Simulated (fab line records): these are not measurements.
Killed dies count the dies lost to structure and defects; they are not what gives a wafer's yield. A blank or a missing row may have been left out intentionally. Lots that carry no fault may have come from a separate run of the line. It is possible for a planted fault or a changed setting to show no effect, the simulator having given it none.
Which tool is to blame? :: flow sky130 :: 6 lots, 17 wafers sampled, at 3 steps of a route of 708

== WHAT THE GAUGES READ, wafer by wafer ==
SKY_PASSIVATION_THK_MEAS_03.
lot: L411
measured: day 45 22:22
on: film-metro-01
PASSIVATION_CVD_02_THK (nm): 574 575

lot: L413
measured: day 46 02:00
on: film-metro-02
PASSIVATION_CVD_02_THK (nm): 557 566 566

lot: L417
measured: day 47 06:31
on: film-metro-02
PASSIVATION_CVD_02_THK (nm): 527 534 538

lot: L422
measured: day 48 14:34
on: film-metro-01
PASSIVATION_CVD_02_THK (nm): 543 534 541

lot: L425
measured: day 48 17:50
on: film-metro-01
PASSIVATION_CVD_02_THK (nm): 537 534 540

lot: L427
measured: day 50 17:48
on: film-metro-01
PASSIVATION_CVD_02_THK (nm): 537 533 547

== WHICH TOOL RAN EACH LOT (tool, then ch and the chambers of the sampled wafers, then the start) ==
lot: L411
SKY_CAP2M_STRIP_14: plasma-asher-01 ch 0,1, day 42 22:31
SKY_PASSIVATION_CVD_02: pecvd-04 ch 0,1, day 45 22:14

lot: L413
SKY_CAP2M_STRIP_14: plasma-asher-02 ch 0,1, day 43 03:25
SKY_PASSIVATION_CVD_02: pecvd-04 ch 1,2, day 46 01:46

lot: L417
SKY_CAP2M_STRIP_14: plasma-asher-04 ch 0,1, day 44 06:44
SKY_PASSIVATION_CVD_02: pecvd-01 ch 0,1, day 47 06:11

lot: L422
SKY_CAP2M_STRIP_14: plasma-asher-01 ch 0,1, day 45 20:56
SKY_PASSIVATION_CVD_02: pecvd-04 ch 0,1,2, day 48 14:20

lot: L425
SKY_CAP2M_STRIP_14: plasma-asher-01 ch 0,1, day 46 06:20
SKY_PASSIVATION_CVD_02: pecvd-01 ch 0,1,2, day 48 17:37

lot: L427
SKY_CAP2M_STRIP_14: plasma-asher-04 ch 0,1, day 48 09:20
SKY_PASSIVATION_CVD_02: pecvd-04 ch 1,2, day 50 17:28
- SKY_CAP2M_STRIP_14: strips in O2/N2.
- SKY_PASSIVATION_CVD_02: deposits Si3N4, target thk 540 nm.

== THE ANSWER, worked out from the rows above alone ==
Rule: what is usual is taken from the lots themselves. Put in order of their means at a reading, lots are off if they are a third of the lots or fewer, leave a main group of 4 or more, and stand apart from it by a gap of 3 or more times the standard deviation of the main group's means; of several such gaps the widest counts. A main group whose means are all the same, to the digits that the tables above print for the reading, isn't used. A lot without any number at a reading at which 4 lots or more have one is off too. The other lots that the step has rows for count as sound.
Off: L411, L413, at SKY_PASSIVATION_THK_MEAS_03 (PASSIVATION_CVD_02_THK). The main group has a mean of 537 nm with a standard deviation of 2.5.
A tool fits if, at a process step before that reading, it ran every lot that is off, and no sound lot after the first of them. The gauges at SKY_PASSIVATION_THK_MEAS_03 are tried like those tools. No candidate that was tried fits.

== WHAT HAD BEEN PUT IN BY THE SIMULATOR ==
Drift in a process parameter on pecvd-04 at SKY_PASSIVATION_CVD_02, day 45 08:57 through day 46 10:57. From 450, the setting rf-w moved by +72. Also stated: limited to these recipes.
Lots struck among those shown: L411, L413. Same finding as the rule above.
